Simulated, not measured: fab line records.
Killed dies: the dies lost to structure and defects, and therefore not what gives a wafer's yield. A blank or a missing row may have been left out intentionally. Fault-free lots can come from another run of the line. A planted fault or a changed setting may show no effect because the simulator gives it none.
Which tool did it? | flow sky130 | Sampling: 12 lots, 36 wafers, 5 of 708 route steps

WHAT EACH GAUGE READ, for each wafer
SKY_LOCAL_INTERCONNECT_THK_MEAS_02: measures by xrf. Usual: for LOCAL_INTERCONNECT_TIN_THK the level is 101.2 nm and the standard deviation is 1.
lot  | measured     | on            | LOCAL_INTERCONNECT_TIN_THK (nm) | flag
L811 | day 29 18:25 | film metro-01 | 100.8 101.3 100.2               |
L812 | day 30 00:26 | film metro-01 | 101.1 100.7 100.9               |
L813 | day 31 03:20 | film metro-04 | 102.2 100.5 101.5               |
L816 | day 31 13:44 | film metro-02 | 101.7 101.8 100.1               |
L818 | day 32 00:28 | film metro-04 | 99.2 102.0 100.8                |
L820 | day 32 15:54 | film metro-02 | 101.5 101.0 102.0               |
L821 | day 33 03:10 | film metro-02 | 99.8 101.2 101.1                |
L822 | day 33 11:43 | film metro-01 | 101.6 100.7 100.5               |
L823 | day 33 15:56 | film metro-04 | 100.8 100.9 100.7               |
L828 | day 34 23:22 | film metro-04 | 101.9 101.7 102.3               |
L829 | day 35 03:26 | film metro-02 | 100.4 101.0 100.4               |
L832 | day 36 12:38 | film metro-02 | 102.0 101.2 101.2               |

WHAT TOOL EACH LOT RAN ON (gives the tool, then ch and the chambers of the sampled wafers, and finally the start)
lot  | SKY_VT_ADJUST_PCH_COAT_02         | SKY_VT_ADJUST_PCH_STRIP_09           | SKY_POLY_CUT_ETCH_10               | SKY_LOCAL_INTERCONNECT_SPUTTER_00
L811 | litho track-04 ch 0, day 10 10:49 | plasma asher-02 ch 0,1, day 10 22:52 | rie diel-04 ch 2,3, day 24 19:22   | pvd sputter-03, day 29 18:14
L812 | litho track-01 ch 0, day 10 12:47 | plasma asher-02 ch 0,1, day 11 00:41 | rie diel-04 ch 1,2,3, day 25 00:14 | pvd sputter-03, day 30 00:15
L813 | litho track-04 ch 0, day 10 22:19 | plasma asher-03 ch 0,1, day 11 10:28 | rie diel-04 ch 1,3, day 26 07:07   | pvd sputter-01, day 31 03:10
L816 | litho track-02 ch 0, day 11 22:07 | plasma asher-01 ch 0,1, day 12 10:46 | rie diel-04 ch 0,1,3, day 26 16:31 | pvd sputter-01, day 31 13:33
L818 | litho track-02 ch 0, day 12 11:02 | plasma asher-02 ch 0,1, day 12 23:46 | rie diel-04 ch 0,1,3, day 27 04:50 | pvd sputter-01, day 32 00:17
L820 | litho track-02 ch 0, day 13 00:40 | plasma asher-02 ch 0,1, day 13 13:20 | rie diel-01 ch 1,3, day 27 21:19   | pvd sputter-02, day 32 15:43
L821 | litho track-04 ch 0, day 13 09:25 | plasma asher-03 ch 0,1, day 13 21:20 | rie diel-03 ch 1,2,3, day 28 08:26 | pvd sputter-01, day 33 02:58
L822 | litho track-01 ch 0, day 13 15:46 | plasma asher-02 ch 0,1, day 14 06:16 | rie diel-03 ch 0,1,3, day 28 18:20 | pvd sputter-02, day 33 11:32
L823 | litho track-04 ch 0, day 13 22:19 | plasma asher-02 ch 0,1, day 14 12:34 | rie diel-04 ch 0,1, day 28 22:17   | pvd sputter-02, day 33 15:44
L828 | litho track-04 ch 0, day 15 08:49 | plasma asher-03 ch 0,1, day 15 22:44 | rie diel-04 ch 0,1, day 30 07:56   | pvd sputter-01, day 34 23:11
L829 | litho track-01 ch 0, day 15 16:51 | plasma asher-03 ch 0,1, day 16 06:19 | rie diel-01 ch 0,1,3, day 30 11:38 | pvd sputter-01, day 35 03:14
L832 | litho track-01 ch 0, day 16 22:58 | plasma asher-02 ch 0,1, day 17 13:44 | rie diel-04 ch 1,2,3, day 31 23:38 | pvd sputter-02, day 36 12:27
- SKY_VT_ADJUST_PCH_COAT_02: resist thk 3000 nm.
- SKY_VT_ADJUST_PCH_STRIP_09: strips in O2/N2.
- SKY_POLY_CUT_ETCH_10: etches BARC in N2/H2, stops on SiO2, time 45.9 s, target depth 60 nm.
- SKY_LOCAL_INTERCONNECT_SPUTTER_00: material TiN, target thk 100 nm, time 83.3 s.

AS READ BY THE TOOLS THEMSELVES (means over the sampled wafers that have a number; for cases with no such wafer, the mark the record gives instead)
SKY_VT_ADJUST_PCH_COAT_02. Usual: 2000.0 rpm for spin speed rpm, sd 1.2.
lot  | tool           | spin speed rpm (rpm) | flag
L811 | litho track-04 | 1998.6               |
L812 | litho track-01 | 2000.5               |
L813 | litho track-04 | 1999.5               |
L816 | litho track-02 | 2001.4               |
L818 | litho track-02 | 2000.4               |
L820 | litho track-02 | 2000.2               |
L821 | litho track-04 | 2000.3               |
L822 | litho track-01 | 1999.6               |
L823 | litho track-04 | 2001.1               |
L828 | litho track-04 | 2000.1               |
L829 | litho track-01 | 2282.6               | OFF
L832 | litho track-01 | 2284.1               | OFF

SKY_VT_ADJUST_PCH_STRIP_09. Usual: drypump motor current A 5.6 A, standard deviation 0.46; oes product au 0.723 a.u., standard deviation 0.0045; strip time to endpoint s 36.86 s, standard deviation 0.095.
lot  | tool            | drypump motor current A (A) | oes product au (a.u.) | strip time to endpoint s (s) | flag
L811 | plasma asher-02 | 6.1                         | 0.725                 | 36.94                        |
L812 | plasma asher-02 | 6.1                         | 0.721                 | 36.81                        |
L813 | plasma asher-03 | 5.4                         | 0.724                 | 36.93                        |
L816 | plasma asher-01 | 5.0                         | 0.723                 | 36.78                        |
L818 | plasma asher-02 | 5.8                         | 0.723                 | 36.83                        |
L820 | plasma asher-02 | 5.8                         | 0.725                 | 36.74                        |
L821 | plasma asher-03 | 5.4                         | 0.722                 | 36.99                        |
L822 | plasma asher-02 | 6.1                         | 0.724                 | 36.97                        |
L823 | plasma asher-02 | 5.8                         | 0.720                 | 36.86                        |
L828 | plasma asher-03 | 5.4                         | 0.722                 | 36.68                        |
L829 | plasma asher-03 | 5.4                         | 0.725                 | 34.64                        | OFF
L832 | plasma asher-02 | 5.8                         | 0.719                 | 34.71                        | OFF

SKY_POLY_CUT_ETCH_10. Usual: drypump motor current A 5.7 A, standard deviation 0.46; oes product au 0.855 a.u., standard deviation 0.0045; throttle valve pct 13.224 %, standard deviation 0.0085.
lot  | tool        | drypump motor current A (A) | oes product au (a.u.) | throttle valve pct (%) | flag
L811 | rie diel-04 | 6.1                         | 0.851                 | 13.231                 |
L812 | rie diel-04 | 5.8                         | 0.854                 | 13.232                 |
L813 | rie diel-04 | 6.0                         | 0.857                 | 13.224                 |
L816 | rie diel-04 | 5.6                         | 0.853                 | 13.220                 |
L818 | rie diel-04 | 5.6                         | 0.857                 | 13.220                 |
L820 | rie diel-01 | 5.5                         | 0.855                 | 13.222                 |
L821 | rie diel-03 | 5.6                         | 0.854                 | 13.223                 |
L822 | rie diel-03 | 5.6                         | 0.854                 | 13.217                 |
L823 | rie diel-04 | 5.2                         | 0.857                 | 13.228                 |
L828 | rie diel-04 | 5.3                         | 0.860                 | 13.229                 |
L829 | rie diel-01 | 5.7                         | 0.854                 | 13.228                 |
L832 | rie diel-04 | 5.8                         | 0.852                 | 13.224                 |

SKY_LOCAL_INTERCONNECT_SPUTTER_00. Usual: 30.5 % for throttle valve pct, sd 0.92.
lot  | tool           | throttle valve pct (%) | flag
L811 | pvd sputter-03 | 30.3                   |
L812 | pvd sputter-03 | 29.9                   |
L813 | pvd sputter-01 | 31.5                   |
L816 | pvd sputter-01 | 30.5                   |
L818 | pvd sputter-01 | 30.5                   |
L820 | pvd sputter-02 | 31.6                   |
L821 | pvd sputter-01 | 31.4                   |
L822 | pvd sputter-02 | 31.4                   |
L823 | pvd sputter-02 | 31.5                   |
L828 | pvd sputter-01 | 29.8                   |
L829 | pvd sputter-01 | 30.1                   |
L832 | pvd sputter-02 | 31.4                   |

THE ANSWER, worked out from the rows above alone
Rule: take the mean of a lot's wafers that have a number; if it is more than 3 standard deviations from the usual mean, the lot is off. Also off: a lot with no number at a reading for which 4 or more lots have one. All remaining lots with rows at the step are treated as sound. First the gauges in route order, then the tools' own readings, where a lot's mean is used as printed above. At the first step where some lot is off, the reading lying furthest off is the one used; lots without a number count as furthest.
Off at SKY_VT_ADJUST_PCH_COAT_02 (spin speed rpm): L829, L832.
A tool fits if, at that step or a process step before it, it ran every lot that is off, and no sound lot after the first of them. One candidate fits, namely litho track-01 at SKY_VT_ADJUST_PCH_COAT_02. Its last sound lot is L822 (day 13 15:46), its first lot that is off L829 (day 15 16:51): a fault that began between those two fits.
On the lots that are off, the tool's own readings at SKY_VT_ADJUST_PCH_COAT_02 differ by more than 5 times the standard deviation of the sound lots' means, which bears it out; spin speed rpm reads 2283.3 rpm there versus 2000.2 rpm on the sound lots.

WHAT HAD BEEN PUT IN BY THE SIMULATOR
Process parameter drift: litho track-01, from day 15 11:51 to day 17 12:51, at SKY_VT_ADJUST_PCH_COAT_02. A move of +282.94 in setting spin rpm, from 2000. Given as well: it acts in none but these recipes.
Struck lots among those shown: L829, L832. The rule above found the same.
